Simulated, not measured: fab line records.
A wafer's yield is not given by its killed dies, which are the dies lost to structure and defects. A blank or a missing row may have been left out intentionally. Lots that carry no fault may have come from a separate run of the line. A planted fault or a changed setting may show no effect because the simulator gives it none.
Which tool was responsible? + flow sky130 + 12 lots, 36 wafers sampled, at 3 steps of a route of 708

== WHAT THE GAUGES SHOWED, per wafer ==
SKY_VIA3_THK_MEAS_23: measures by xrf. Usual: VIA3_W_THK typically reads 397 nm, with standard deviation 7.2.
| lot  | measured     | on            | VIA3_W_THK (nm) | flag |
|------|--------------|---------------|-----------------|------|
| L871 | day 39 05:50 | film_metro-01 | 400 401 400     |      |
| L873 | day 39 22:23 | film_metro-01 | 404 409 411     |      |
| L877 | day 41 11:29 | film_metro-02 | 400 398 400     |      |
| L878 | day 41 16:29 | film_metro-02 | 393 397 392     |      |
| L881 | day 42 23:05 | film_metro-01 | 412 410 411     |      |
| L884 | day 43 11:07 | film_metro-01 | 401 401 401     |      |
| L885 | day 43 15:07 | film_metro-04 | 390 385 395     |      |
| L887 | day 44 00:49 | film_metro-04 | 404 406 405     |      |
| L888 | day 44 05:09 | film_metro-04 | 407 402 406     |      |
| L889 | day 44 15:19 | film_metro-02 | 396 392 392     |      |
| L893 | day 45 14:32 | film_metro-04 | 392 390 392     |      |
| L894 | day 45 20:41 | film_metro-01 | 391 392 391     |      |

== EACH LOT AND THE TOOL THAT RAN IT (in order: tool; ch and the chambers of the sampled wafers; start) ==
| lot  | SKY_METAL3_DESCUM_15              | SKY_METAL3_METAL_ETCH_18          |
|------|-----------------------------------|-----------------------------------|
| L871 | rie_metal-01 ch 0, day 38 02:00   | rie_metal-04 ch 0,1, day 38 02:19 |
| L873 | rie_metal-01 ch 0,1, day 38 19:29 | rie_metal-04 ch 0,1, day 38 19:41 |
| L877 | rie_metal-04 ch 0,1, day 40 08:46 | rie_metal-03 ch 0, day 40 08:55   |
| L878 | rie_metal-04 ch 0,1, day 40 14:01 | rie_metal-01 ch 0,1, day 40 14:10 |
| L881 | rie_metal-04 ch 0,1, day 41 20:59 | rie_metal-01 ch 0,1, day 41 21:08 |
| L884 | rie_metal-01 ch 0,1, day 42 09:40 | rie_metal-03 ch 0,1, day 42 09:49 |
| L885 | rie_metal-03 ch 0,1, day 42 13:17 | rie_metal-01 ch 0,1, day 42 13:29 |
| L887 | rie_metal-04 ch 0,1, day 42 22:49 | rie_metal-03 ch 0,1, day 42 22:58 |
| L888 | rie_metal-03 ch 0,1, day 43 04:22 | rie_metal-01 ch 0,1, day 43 04:31 |
| L889 | rie_metal-01 ch 0, day 43 14:14   | rie_metal-04 ch 0, day 43 14:26   |
| L893 | rie_metal-04 ch 0,1, day 44 15:10 | rie_metal-01 ch 0,1, day 44 15:19 |
| L894 | rie_metal-01 ch 0,1, day 44 21:55 | rie_metal-03 ch 0,1, day 44 22:04 |
- SKY_METAL3_DESCUM_15: chemistry O2, time 8 s.
- SKY_METAL3_METAL_ETCH_18: etches the open film in Cl2/BCl3, stops on SiO2, target depth 845 nm, time 183.1 s.

== AS READ BY THE TOOLS THEMSELVES (means over the sampled wafers that have a number; for cases with no such wafer, the mark the record gives instead) ==
SKY_METAL3_DESCUM_15. Usual: drypump_motor_current_A 5.6 A, standard deviation 0.56; oes_product_au 0.993 a.u., standard deviation 0.0073.
| lot  | tool         | drypump_motor_current_A (A) | oes_product_au (a.u.) | flag |
|------|--------------|-----------------------------|-----------------------|------|
| L871 | rie_metal-01 | 5.6                         | 0.988                 |      |
| L873 | rie_metal-01 | 5.3                         | 0.995                 |      |
| L877 | rie_metal-04 | 5.3                         | 1.002                 |      |
| L878 | rie_metal-04 | 5.3                         | 0.996                 |      |
| L881 | rie_metal-04 | 5.7                         | 0.990                 |      |
| L884 | rie_metal-01 | 5.5                         | 0.993                 |      |
| L885 | rie_metal-03 | 6.2                         | 0.994                 |      |
| L887 | rie_metal-04 | 5.3                         | 0.989                 |      |
| L888 | rie_metal-03 | 6.2                         | 0.991                 |      |
| L889 | rie_metal-01 | 5.6                         | 0.997                 |      |
| L893 | rie_metal-04 | 5.7                         | 0.992                 |      |
| L894 | rie_metal-01 | 5.3                         | 0.989                 |      |

SKY_METAL3_METAL_ETCH_18. Usual: drypump_motor_current_A 5.7 A, standard deviation 0.56; oes_product_au 0.865 a.u., standard deviation 0.0059; throttle_valve_pct 22.263 %, standard deviation 0.0087.
| lot  | tool         | drypump_motor_current_A (A) | oes_product_au (a.u.) | throttle_valve_pct (%) | flag |
|------|--------------|-----------------------------|-----------------------|------------------------|------|
| L871 | rie_metal-04 | 5.3                         | 0.868                 | 22.260                 |      |
| L873 | rie_metal-04 | 5.3                         | 0.861                 | 22.260                 |      |
| L877 | rie_metal-03 | 6.6                         | 0.862                 | 22.270                 |      |
| L878 | rie_metal-01 | 5.3                         | 0.865                 | 22.265                 |      |
| L881 | rie_metal-01 | 5.3                         | 0.865                 | 22.258                 |      |
| L884 | rie_metal-03 | 6.1                         | 0.862                 | 22.256                 |      |
| L885 | rie_metal-01 | 5.5                         | 0.860                 | 22.270                 |      |
| L887 | rie_metal-03 | 6.2                         | 0.860                 | 22.264                 |      |
| L888 | rie_metal-01 | 5.5                         | 0.859                 | 22.264                 |      |
| L889 | rie_metal-04 | 6.2                         | 0.864                 | 22.263                 |      |
| L893 | rie_metal-01 | 5.5                         | 0.852                 | 22.263                 |      |
| L894 | rie_metal-03 | 5.8                         | 0.863                 | 22.272                 |      |

== THE ANSWER, worked out from the rows above alone ==
Rule: a lot counts as off when the mean over its wafers that have a number is more than 3 standard deviations away from the usual mean. A lot without any number at a reading at which 4 lots or more have one is off too. All remaining lots with rows at the step are treated as sound. The gauges are gone through in route order, then the tools' own readings, and for those a lot's mean is taken as printed above. The first step at which some lot is off is used, and at that step the reading that is off furthest; a lot without a number counts as furthest.
No lot is off at any reading shown: from this, nothing can be told.

== WHAT HAD BEEN PUT IN BY THE SIMULATOR ==
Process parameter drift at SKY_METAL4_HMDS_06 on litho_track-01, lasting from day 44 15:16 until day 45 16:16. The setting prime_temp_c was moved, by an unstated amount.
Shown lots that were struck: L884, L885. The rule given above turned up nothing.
